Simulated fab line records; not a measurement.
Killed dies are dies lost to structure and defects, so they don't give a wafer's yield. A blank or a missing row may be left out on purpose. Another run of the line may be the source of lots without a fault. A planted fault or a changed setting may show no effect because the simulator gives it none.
Which tool is to blame? :: flow sky130 :: 72 wafers from 24 lots sampled at 5 of the route's 708 steps

## WHAT THE GAUGES SHOWED, per wafer
SKY_VIA2_THK_MEAS_01. Usual: VIA2_HDPCVD_THK 1173 nm, standard deviation 13.
lot: L074
measured: day 35 02:31
on: filmMetro-03
VIA2_HDPCVD_THK (nm): 1167 1183 1164
flag: 

lot: L075
measured: day 35 06:46
on: filmMetro-01
VIA2_HDPCVD_THK (nm): 1180 1161 1171
flag: 

lot: L076
measured: day 35 15:28
on: filmMetro-03
VIA2_HDPCVD_THK (nm): 1193 1199 1176
flag: 

lot: L077
measured: day 35 22:49
on: filmMetro-04
VIA2_HDPCVD_THK (nm): 1170 1156 1180
flag: 

lot: L078
measured: day 36 08:40
on: filmMetro-01
VIA2_HDPCVD_THK (nm): 1178 1173 1180
flag: 

lot: L079
measured: day 36 20:02
on: filmMetro-01
VIA2_HDPCVD_THK (nm): 1154 1161 1154
flag: 

lot: L080
measured: day 36 21:23
on: filmMetro-04
VIA2_HDPCVD_THK (nm): 1177 1169 1188
flag: 

lot: L081
measured: day 37 10:31
on: filmMetro-01
VIA2_HDPCVD_THK (nm): 1171 1162 1171
flag: 

lot: L082
measured: day 38 01:04
on: filmMetro-04
VIA2_HDPCVD_THK (nm): 1168 1175 1188
flag: 

lot: L083
measured: day 38 04:35
on: filmMetro-03
VIA2_HDPCVD_THK (nm): 1155 1161 1160
flag: 

lot: L084
measured: day 38 11:50
on: filmMetro-04
VIA2_HDPCVD_THK (nm): 1175 1183 1183
flag: 

lot: L085
measured: day 38 14:52
on: filmMetro-04
VIA2_HDPCVD_THK (nm): 1185 1162 1176
flag: 

lot: L086
measured: day 39 02:50
on: filmMetro-04
VIA2_HDPCVD_THK (nm): 1203 1177 1191
flag: 

lot: L087
measured: day 39 09:32
on: filmMetro-04
VIA2_HDPCVD_THK (nm): 1194 1173 1184
flag: 

lot: L088
measured: day 39 11:53
on: filmMetro-03
VIA2_HDPCVD_THK (nm): 1165 1145 1152
flag: 

lot: L089
measured: day 40 00:50
on: filmMetro-01
VIA2_HDPCVD_THK (nm): 1192 1186 1186
flag: 

lot: L090
measured: day 40 05:29
on: filmMetro-04
VIA2_HDPCVD_THK (nm): 1178 1177 1187
flag: 

lot: L091
measured: day 40 12:41
on: filmMetro-01
VIA2_HDPCVD_THK (nm): 1199 1194 1201
flag: 

lot: L092
measured: day 40 14:27
on: filmMetro-04
VIA2_HDPCVD_THK (nm): 1160 1166 1180
flag: 

lot: L094
measured: day 41 09:59
on: filmMetro-03
VIA2_HDPCVD_THK (nm): 1165 1149 1150
flag: 

lot: L093
measured: day 41 12:08
on: filmMetro-04
VIA2_HDPCVD_THK (nm): 1190 1166 1161
flag: 

lot: L095
measured: day 41 13:15
on: filmMetro-03
VIA2_HDPCVD_THK (nm): 1167 1148 1160
flag: 

lot: L096
measured: day 41 19:00
on: filmMetro-04
VIA2_HDPCVD_THK (nm): 1160 1174 1165
flag: 

lot: L097
measured: day 42 00:01
on: filmMetro-03
VIA2_HDPCVD_THK (nm): 1170 1159 1172
flag: 

SKY_VIA3_THK_MEAS_23: measures by xrf. Usual: VIA3_W_THK 399 nm, standard deviation 5.6.
lot: L074
measured: day 39 15:05
on: filmMetro-01
VIA3_W_THK (nm): 396 393 398
flag: 

lot: L075
measured: day 39 18:30
on: filmMetro-03
VIA3_W_THK (nm): 397 394 393
flag: 

lot: L076
measured: day 40 02:59
on: filmMetro-01
VIA3_W_THK (nm): 398 394 400
flag: 

lot: L077
measured: day 40 09:44
on: filmMetro-02
VIA3_W_THK (nm): 409 406 411
flag: 

lot: L078
measured: day 40 18:13
on: filmMetro-02
VIA3_W_THK (nm): 399 403 399
flag: 

lot: L079
measured: day 41 05:02
on: filmMetro-02
VIA3_W_THK (nm): 397 401 402
flag: 

lot: L080
measured: day 41 08:28
on: filmMetro-03
VIA3_W_THK (nm): 393 396 393
flag: 

lot: L081
measured: day 41 19:14
on: filmMetro-01
VIA3_W_THK (nm): 396 397 394
flag: 

lot: L082
measured: day 42 07:41
on: filmMetro-02
VIA3_W_THK (nm): 406 400 402
flag: 

lot: L083
measured: day 42 12:37
on: filmMetro-02
VIA3_W_THK (nm): 404 404 406
flag: 

lot: L084
measured: day 42 16:41
on: filmMetro-03
VIA3_W_THK (nm): 391 401 397
flag: 

lot: L085
measured: day 42 20:15
on: filmMetro-03
VIA3_W_THK (nm): 392 397 396
flag: 

lot: L086
measured: day 43 07:27
on: filmMetro-02
VIA3_W_THK (nm): 399 401 394
flag: 

lot: L087
measured: day 43 14:18
on: filmMetro-01
VIA3_W_THK (nm): 400 400 406
flag: 

lot: L088
measured: day 43 16:51
on: filmMetro-03
VIA3_W_THK (nm): 390 389 396
flag: 

lot: L089
measured: day 44 03:40
on: filmMetro-02
VIA3_W_THK (nm): 404 399 405
flag: 

lot: L090
measured: day 44 07:13
on: filmMetro-03
VIA3_W_THK (nm): 398 397 391
flag: 

lot: L091
measured: day 44 14:37
on: filmMetro-01
VIA3_W_THK (nm): 395 403 402
flag: 

lot: L092
measured: day 44 17:28
on: filmMetro-02
VIA3_W_THK (nm): 397 404 402
flag: 

lot: L094
measured: day 45 10:59
on: filmMetro-03
VIA3_W_THK (nm): 390 398 392
flag: 

lot: L093
measured: day 45 12:29
on: filmMetro-03
VIA3_W_THK (nm): 395 401 391
flag: 

lot: L095
measured: day 45 13:21
on: filmMetro-01
VIA3_W_THK (nm): 399 402 401
flag: 

lot: L096
measured: day 45 18:56
on: filmMetro-01
VIA3_W_THK (nm): 402 410 400
flag: 

lot: L097
measured: day 45 22:52
on: filmMetro-02
VIA3_W_THK (nm): 402 405 399
flag: 

SKY_METAL4_OVL_MEAS_14. Usual: METAL4_OVL 3 nm, standard deviation 5.8.
lot: L074
measured: day 41 15:59
on: overlay-02
METAL4_OVL (nm): 5 1 4
flag: 

lot: L075
measured: day 41 19:10
on: overlay-02
METAL4_OVL (nm): 13 11 4
flag: 

lot: L076
measured: day 42 03:28
on: overlay-01
METAL4_OVL (nm): 3 3 -2
flag: 

lot: L077
measured: day 42 10:40
on: overlay-01
METAL4_OVL (nm): 1 1 5
flag: 

lot: L078
measured: day 42 18:37
on: overlay-02
METAL4_OVL (nm): 3 3 7
flag: 

lot: L079
measured: day 43 04:49
on: overlay-02
METAL4_OVL (nm): 6 1 3
flag: 

lot: L080
measured: day 43 08:57
on: overlay-01
METAL4_OVL (nm): 16 16 14
flag: 

lot: L081
measured: day 43 19:40
on: overlay-01
METAL4_OVL (nm): 1 -3 -3
flag: 

lot: L082
measured: day 44 06:16
on: overlay-02
METAL4_OVL (nm): 1 -2 10
flag: 

lot: L083
measured: day 44 11:48
on: overlay-02
METAL4_OVL (nm): 4 3 7
flag: 

lot: L084
measured: day 44 14:58
on: overlay-02
METAL4_OVL (nm): -5 4 5
flag: 

lot: L085
measured: day 44 17:42
on: overlay-01
METAL4_OVL (nm): 0 3 -6
flag: 

lot: L086
measured: day 45 05:01
on: overlay-02
METAL4_OVL (nm): 14 -1 -5
flag: 

lot: L087
measured: day 45 11:58
on: overlay-01
METAL4_OVL (nm): -2 -4 -3
flag: 

lot: L088
measured: day 45 14:46
on: overlay-01
METAL4_OVL (nm): -2 -7 -1
flag: 

lot: L089
measured: day 45 22:52
on: overlay-01
METAL4_OVL (nm): 13 14 7
flag: 

lot: L090
measured: day 46 03:49
on: overlay-01
METAL4_OVL (nm): 13 -1 4
flag: 

lot: L091
measured: day 46 10:34
on: overlay-02
METAL4_OVL (nm): 4 3 -2
flag: 

lot: L092
measured: day 46 12:55
on: overlay-01
METAL4_OVL (nm): 4 0 6
flag: 

lot: L094
measured: day 47 05:19
on: overlay-02
METAL4_OVL (nm): 4 2 -2
flag: 

lot: L093
measured: day 47 05:55
on: overlay-01
METAL4_OVL (nm): 8 -1 6
flag: 

lot: L095
measured: day 47 07:23
on: overlay-02
METAL4_OVL (nm): -5 4 0
flag: 

lot: L096
measured: day 47 12:38
on: overlay-01
METAL4_OVL (nm): 2 -4 -9
flag: 

lot: L097
measured: day 47 16:35
on: overlay-02
METAL4_OVL (nm): 8 9 7
flag: 

## EACH LOT AND THE TOOL THAT RAN IT (in order: tool; ch and the chambers of the sampled wafers; start)
lot: L074
SKY_LDD_P_STRIP_10: plasmaAsher-01 ch 0,1, day 18 20:29
SKY_CAP2M_STRIP_14: plasmaAsher-02 ch 0,1, day 40 15:58

lot: L075
SKY_LDD_P_STRIP_10: plasmaAsher-01 ch 0,1, day 19 04:36
SKY_CAP2M_STRIP_14: plasmaAsher-01 ch 0,1, day 40 18:44

lot: L076
SKY_LDD_P_STRIP_10: plasmaAsher-01 ch 0,1, day 19 12:48
SKY_CAP2M_STRIP_14: plasmaAsher-01 ch 0,1, day 41 03:07

lot: L077
SKY_LDD_P_STRIP_10: plasmaAsher-04 ch 0,1, day 20 02:49
SKY_CAP2M_STRIP_14: plasmaAsher-02 ch 0,1, day 41 10:13

lot: L078
SKY_LDD_P_STRIP_10: plasmaAsher-04 ch 0,1, day 20 09:44
SKY_CAP2M_STRIP_14: plasmaAsher-01 ch 0,1, day 41 18:40

lot: L079
SKY_LDD_P_STRIP_10: plasmaAsher-03 ch 0,1, day 20 23:21
SKY_CAP2M_STRIP_14: plasmaAsher-02 ch 0,1, day 42 05:05

lot: L080
SKY_LDD_P_STRIP_10: plasmaAsher-04 ch 0,1, day 21 00:36
SKY_CAP2M_STRIP_14: plasmaAsher-02 ch 0,1, day 42 09:07

lot: L081
SKY_LDD_P_STRIP_10: plasmaAsher-01 ch 0,1, day 21 17:58
SKY_CAP2M_STRIP_14: plasmaAsher-02 ch 0,1, day 42 20:20

lot: L082
SKY_LDD_P_STRIP_10: plasmaAsher-01 ch 1, day 22 10:24
SKY_CAP2M_STRIP_14: plasmaAsher-02 ch 0,1, day 43 07:14

lot: L083
SKY_LDD_P_STRIP_10: plasmaAsher-04 ch 0,1, day 22 16:06
SKY_CAP2M_STRIP_14: plasmaAsher-02 ch 0,1, day 43 12:35

lot: L084
SKY_LDD_P_STRIP_10: plasmaAsher-03 ch 0,1, day 22 21:27
SKY_CAP2M_STRIP_14: plasmaAsher-02 ch 0, day 43 16:25

lot: L085
SKY_LDD_P_STRIP_10: plasmaAsher-01 ch 1, day 23 01:57
SKY_CAP2M_STRIP_14: plasmaAsher-01 ch 0,1, day 43 18:56

lot: L086
SKY_LDD_P_STRIP_10: plasmaAsher-01 ch 0,1, day 23 15:03
SKY_CAP2M_STRIP_14: plasmaAsher-03 ch 0,1, day 44 06:05

lot: L087
SKY_LDD_P_STRIP_10: plasmaAsher-04 ch 0,1, day 24 01:38
SKY_CAP2M_STRIP_14: plasmaAsher-01 ch 0,1, day 44 13:34

lot: L088
SKY_LDD_P_STRIP_10: plasmaAsher-01 ch 1, day 24 03:21
SKY_CAP2M_STRIP_14: plasmaAsher-01 ch 0,1, day 44 16:05

lot: L089
SKY_LDD_P_STRIP_10: plasmaAsher-03 ch 0,1, day 24 19:43
SKY_CAP2M_STRIP_14: plasmaAsher-03 ch 0,1, day 45 02:11

lot: L090
SKY_LDD_P_STRIP_10: plasmaAsher-01 ch 0,1, day 24 22:24
SKY_CAP2M_STRIP_14: plasmaAsher-02 ch 0,1, day 45 05:57

lot: L091
SKY_LDD_P_STRIP_10: plasmaAsher-04 ch 0,1, day 25 09:03
SKY_CAP2M_STRIP_14: plasmaAsher-03 ch 0,1, day 45 13:11

lot: L092
SKY_LDD_P_STRIP_10: plasmaAsher-01 ch 0,1, day 25 10:45
SKY_CAP2M_STRIP_14: plasmaAsher-02 ch 0,1, day 45 15:37

lot: L094
SKY_LDD_P_STRIP_10: plasmaAsher-03 ch 0,1, day 26 10:12
SKY_CAP2M_STRIP_14: plasmaAsher-03 ch 1, day 46 08:13

lot: L093
SKY_LDD_P_STRIP_10: plasmaAsher-01 ch 0,1, day 26 14:33
SKY_CAP2M_STRIP_14: plasmaAsher-03 ch 0,1, day 46 09:27

lot: L095
SKY_LDD_P_STRIP_10: plasmaAsher-01 ch 0,1, day 26 15:53
SKY_CAP2M_STRIP_14: plasmaAsher-03 ch 0,1, day 46 11:18

lot: L096
SKY_LDD_P_STRIP_10: plasmaAsher-03 ch 0,1, day 26 22:54
SKY_CAP2M_STRIP_14: plasmaAsher-01 ch 0,1, day 46 16:01

lot: L097
SKY_LDD_P_STRIP_10: plasmaAsher-03 ch 0,1, day 27 04:02
SKY_CAP2M_STRIP_14: plasmaAsher-02 ch 0,1, day 46 20:16
- SKY_LDD_P_STRIP_10: strips in O2/N2.
- SKY_CAP2M_STRIP_14: strips in O2/N2.

## WHAT THE TOOLS THEMSELVES READ (means of the sampled wafers that have a number; where no wafer has one, the mark that the record gives instead)
SKY_LDD_P_STRIP_10. Usual: drypumpMotorCurrentA 5.7 A, standard deviation 0.37; o2FlowSccm 3001 sccm, standard deviation 9.7; oesProductAu 0.716 a.u., standard deviation 0.0047; stripTimeToEndpointS 14.19 s, standard deviation 0.052.
lot: L074
tool: plasmaAsher-01
drypumpMotorCurrentA (A): 5.3
o2FlowSccm (sccm): 2999
oesProductAu (a.u.): 0.713
stripTimeToEndpointS (s): 14.10
flag: 

lot: L075
tool: plasmaAsher-01
drypumpMotorCurrentA (A): 5.4
o2FlowSccm (sccm): 2994
oesProductAu (a.u.): 0.718
stripTimeToEndpointS (s): 14.13
flag: 

lot: L076
tool: plasmaAsher-01
drypumpMotorCurrentA (A): 5.6
o2FlowSccm (sccm): 2999
oesProductAu (a.u.): 0.721
stripTimeToEndpointS (s): 14.30
flag: 

lot: L077
tool: plasmaAsher-04
drypumpMotorCurrentA (A): 6.1
o2FlowSccm (sccm): 3007
oesProductAu (a.u.): 0.716
stripTimeToEndpointS (s): 14.19
flag: 

lot: L078
tool: plasmaAsher-04
drypumpMotorCurrentA (A): 6.0
o2FlowSccm (sccm): 3003
oesProductAu (a.u.): 0.715
stripTimeToEndpointS (s): 14.22
flag: 

lot: L079
tool: plasmaAsher-03
drypumpMotorCurrentA (A): 5.7
o2FlowSccm (sccm): 2986
oesProductAu (a.u.): 0.716
stripTimeToEndpointS (s): 14.28
flag: 

lot: L080
tool: plasmaAsher-04
drypumpMotorCurrentA (A): 6.1
o2FlowSccm (sccm): 3002
oesProductAu (a.u.): 0.712
stripTimeToEndpointS (s): 14.26
flag: 

lot: L081
tool: plasmaAsher-01
drypumpMotorCurrentA (A): 5.6
o2FlowSccm (sccm): 3004
oesProductAu (a.u.): 0.716
stripTimeToEndpointS (s): 14.19
flag: 

lot: L082
tool: plasmaAsher-01
drypumpMotorCurrentA (A): 5.2
o2FlowSccm (sccm): 2994
oesProductAu (a.u.): 0.717
stripTimeToEndpointS (s): 14.17
flag: 

lot: L083
tool: plasmaAsher-04
drypumpMotorCurrentA (A): 6.0
o2FlowSccm (sccm): 3010
oesProductAu (a.u.): 0.713
stripTimeToEndpointS (s): 14.22
flag: 

lot: L084
tool: plasmaAsher-03
drypumpMotorCurrentA (A): 5.7
o2FlowSccm (sccm): 2993
oesProductAu (a.u.): 0.716
stripTimeToEndpointS (s): 14.19
flag: 

lot: L085
tool: plasmaAsher-01
drypumpMotorCurrentA (A): 5.2
o2FlowSccm (sccm): 2996
oesProductAu (a.u.): 0.710
stripTimeToEndpointS (s): 14.22
flag: 

lot: L086
tool: plasmaAsher-01
drypumpMotorCurrentA (A): 5.6
o2FlowSccm (sccm): 2998
oesProductAu (a.u.): 0.717
stripTimeToEndpointS (s): 14.13
flag: 

lot: L087
tool: plasmaAsher-04
drypumpMotorCurrentA (A): 6.0
o2FlowSccm (sccm): 2997
oesProductAu (a.u.): 0.716
stripTimeToEndpointS (s): 14.21
flag: 

lot: L088
tool: plasmaAsher-01
drypumpMotorCurrentA (A): 5.2
o2FlowSccm (sccm): 3010
oesProductAu (a.u.): 0.715
stripTimeToEndpointS (s): 14.20
flag: 

lot: L089
tool: plasmaAsher-03
drypumpMotorCurrentA (A): 5.7
o2FlowSccm (sccm): 3006
oesProductAu (a.u.): 0.712
stripTimeToEndpointS (s): 14.23
flag: 

lot: L090
tool: plasmaAsher-01
drypumpMotorCurrentA (A): 5.6
o2FlowSccm (sccm): 2994
oesProductAu (a.u.): 0.714
stripTimeToEndpointS (s): 14.15
flag: 

lot: L091
tool: plasmaAsher-04
drypumpMotorCurrentA (A): 6.2
o2FlowSccm (sccm): 3005
oesProductAu (a.u.): 0.714
stripTimeToEndpointS (s): 14.16
flag: 

lot: L092
tool: plasmaAsher-01
drypumpMotorCurrentA (A): 5.3
o2FlowSccm (sccm): 3001
oesProductAu (a.u.): 0.715
stripTimeToEndpointS (s): 14.19
flag: 

lot: L094
tool: plasmaAsher-03
drypumpMotorCurrentA (A): 5.8
o2FlowSccm (sccm): 3009
oesProductAu (a.u.): 0.720
stripTimeToEndpointS (s): 14.25
flag: 

lot: L093
tool: plasmaAsher-01
drypumpMotorCurrentA (A): 5.4
o2FlowSccm (sccm): 3001
oesProductAu (a.u.): 0.715
stripTimeToEndpointS (s): 14.16
flag: 

lot: L095
tool: plasmaAsher-01
drypumpMotorCurrentA (A): 5.3
o2FlowSccm (sccm): 2994
oesProductAu (a.u.): 0.714
stripTimeToEndpointS (s): 14.15
flag: 

lot: L096
tool: plasmaAsher-03
drypumpMotorCurrentA (A): 5.7
o2FlowSccm (sccm): 3008
oesProductAu (a.u.): 0.718
stripTimeToEndpointS (s): 14.17
flag: 

lot: L097
tool: plasmaAsher-03
drypumpMotorCurrentA (A): 5.7
o2FlowSccm (sccm): 2991
oesProductAu (a.u.): 0.717
stripTimeToEndpointS (s): 14.25
flag: 

SKY_CAP2M_STRIP_14. Usual: drypumpMotorCurrentA 5.7 A, standard deviation 0.34; o2FlowSccm 3000 sccm, standard deviation 10; oesProductAu 0.710 a.u., standard deviation 0.0048; stripTimeToEndpointS 12.66 s, standard deviation 0.052.
lot: L074
tool: plasmaAsher-02
drypumpMotorCurrentA (A): 5.9
o2FlowSccm (sccm): 3003
oesProductAu (a.u.): 0.712
stripTimeToEndpointS (s): 12.68
flag: 

lot: L075
tool: plasmaAsher-01
drypumpMotorCurrentA (A): 5.4
o2FlowSccm (sccm): 3007
oesProductAu (a.u.): 0.713
stripTimeToEndpointS (s): 12.54
flag: 

lot: L076
tool: plasmaAsher-01
drypumpMotorCurrentA (A): 5.4
o2FlowSccm (sccm): 2997
oesProductAu (a.u.): 0.710
stripTimeToEndpointS (s): 12.68
flag: 

lot: L077
tool: plasmaAsher-02
drypumpMotorCurrentA (A): 5.7
o2FlowSccm (sccm): 2989
oesProductAu (a.u.): 0.709
stripTimeToEndpointS (s): 12.74
flag: 

lot: L078
tool: plasmaAsher-01
drypumpMotorCurrentA (A): 5.3
o2FlowSccm (sccm): 3002
oesProductAu (a.u.): 0.710
stripTimeToEndpointS (s): 12.70
flag: 

lot: L079
tool: plasmaAsher-02
drypumpMotorCurrentA (A): 5.7
o2FlowSccm (sccm): 3007
oesProductAu (a.u.): 0.709
stripTimeToEndpointS (s): 12.66
flag: 

lot: L080
tool: plasmaAsher-02
drypumpMotorCurrentA (A): 5.9
o2FlowSccm (sccm): 2997
oesProductAu (a.u.): 0.711
stripTimeToEndpointS (s): 12.61
flag: 

lot: L081
tool: plasmaAsher-02
drypumpMotorCurrentA (A): 5.7
o2FlowSccm (sccm): 2998
oesProductAu (a.u.): 0.715
stripTimeToEndpointS (s): 12.67
flag: 

lot: L082
tool: plasmaAsher-02
drypumpMotorCurrentA (A): 5.7
o2FlowSccm (sccm): 2997
oesProductAu (a.u.): 0.710
stripTimeToEndpointS (s): 12.65
flag: 

lot: L083
tool: plasmaAsher-02
drypumpMotorCurrentA (A): 5.7
o2FlowSccm (sccm): 3002
oesProductAu (a.u.): 0.712
stripTimeToEndpointS (s): 12.65
flag: 

lot: L084
tool: plasmaAsher-02
drypumpMotorCurrentA (A): 5.5
o2FlowSccm (sccm): 3012
oesProductAu (a.u.): 0.710
stripTimeToEndpointS (s): 12.65
flag: 

lot: L085
tool: plasmaAsher-01
drypumpMotorCurrentA (A): 5.4
o2FlowSccm (sccm): 3002
oesProductAu (a.u.): 0.710
stripTimeToEndpointS (s): 12.64
flag: 

lot: L086
tool: plasmaAsher-03
drypumpMotorCurrentA (A): 5.9
o2FlowSccm (sccm): 3001
oesProductAu (a.u.): 0.708
stripTimeToEndpointS (s): 12.75
flag: 

lot: L087
tool: plasmaAsher-01
drypumpMotorCurrentA (A): 5.6
o2FlowSccm (sccm): 2997
oesProductAu (a.u.): 0.710
stripTimeToEndpointS (s): 12.67
flag: 

lot: L088
tool: plasmaAsher-01
drypumpMotorCurrentA (A): 5.4
o2FlowSccm (sccm): 3004
oesProductAu (a.u.): 0.710
stripTimeToEndpointS (s): 12.63
flag: 

lot: L089
tool: plasmaAsher-03
drypumpMotorCurrentA (A): 5.9
o2FlowSccm (sccm): 2992
oesProductAu (a.u.): 0.706
stripTimeToEndpointS (s): 12.66
flag: 

lot: L090
tool: plasmaAsher-02
drypumpMotorCurrentA (A): 5.9
o2FlowSccm (sccm): 3016
oesProductAu (a.u.): 0.707
stripTimeToEndpointS (s): 12.64
flag: 

lot: L091
tool: plasmaAsher-03
drypumpMotorCurrentA (A): 5.7
o2FlowSccm (sccm): 2987
oesProductAu (a.u.): 0.711
stripTimeToEndpointS (s): 12.65
flag: 

lot: L092
tool: plasmaAsher-02
drypumpMotorCurrentA (A): 5.9
o2FlowSccm (sccm): 2989
oesProductAu (a.u.): 0.710
stripTimeToEndpointS (s): 12.61
flag: 

lot: L094
tool: plasmaAsher-03
drypumpMotorCurrentA (A): 6.1
o2FlowSccm (sccm): 2988
oesProductAu (a.u.): 0.709
stripTimeToEndpointS (s): 12.66
flag: 

lot: L093
tool: plasmaAsher-03
drypumpMotorCurrentA (A): 5.8
o2FlowSccm (sccm): 3007
oesProductAu (a.u.): 0.707
stripTimeToEndpointS (s): 12.57
flag: 

lot: L095
tool: plasmaAsher-03
drypumpMotorCurrentA (A): 5.9
o2FlowSccm (sccm): 3006
oesProductAu (a.u.): 0.710
stripTimeToEndpointS (s): 12.64
flag: 

lot: L096
tool: plasmaAsher-01
drypumpMotorCurrentA (A): 5.6
o2FlowSccm (sccm): 3002
oesProductAu (a.u.): 0.710
stripTimeToEndpointS (s): 12.65
flag: 

lot: L097
tool: plasmaAsher-02
drypumpMotorCurrentA (A): 5.9
o2FlowSccm (sccm): 3002
oesProductAu (a.u.): 0.717
stripTimeToEndpointS (s): 12.69
flag: 

## THE ANSWER, worked out from the rows above alone
Rule: a lot counts as off when the mean over its wafers that have a number is more than 3 standard deviations away from the usual mean. A lot without any number at a reading at which 4 lots or more have one is off too. The other lots that the step has rows for count as sound. Order of review: gauges by route order, followed by the tools' own readings, for which a lot's mean as printed above is used. At the first step where some lot is off, the reading lying furthest off is the one used; lots without a number count as furthest.
None of the lots is off at any reading shown; this tells nothing.

## WHAT WAS PUT IN BY THE SIMULATOR
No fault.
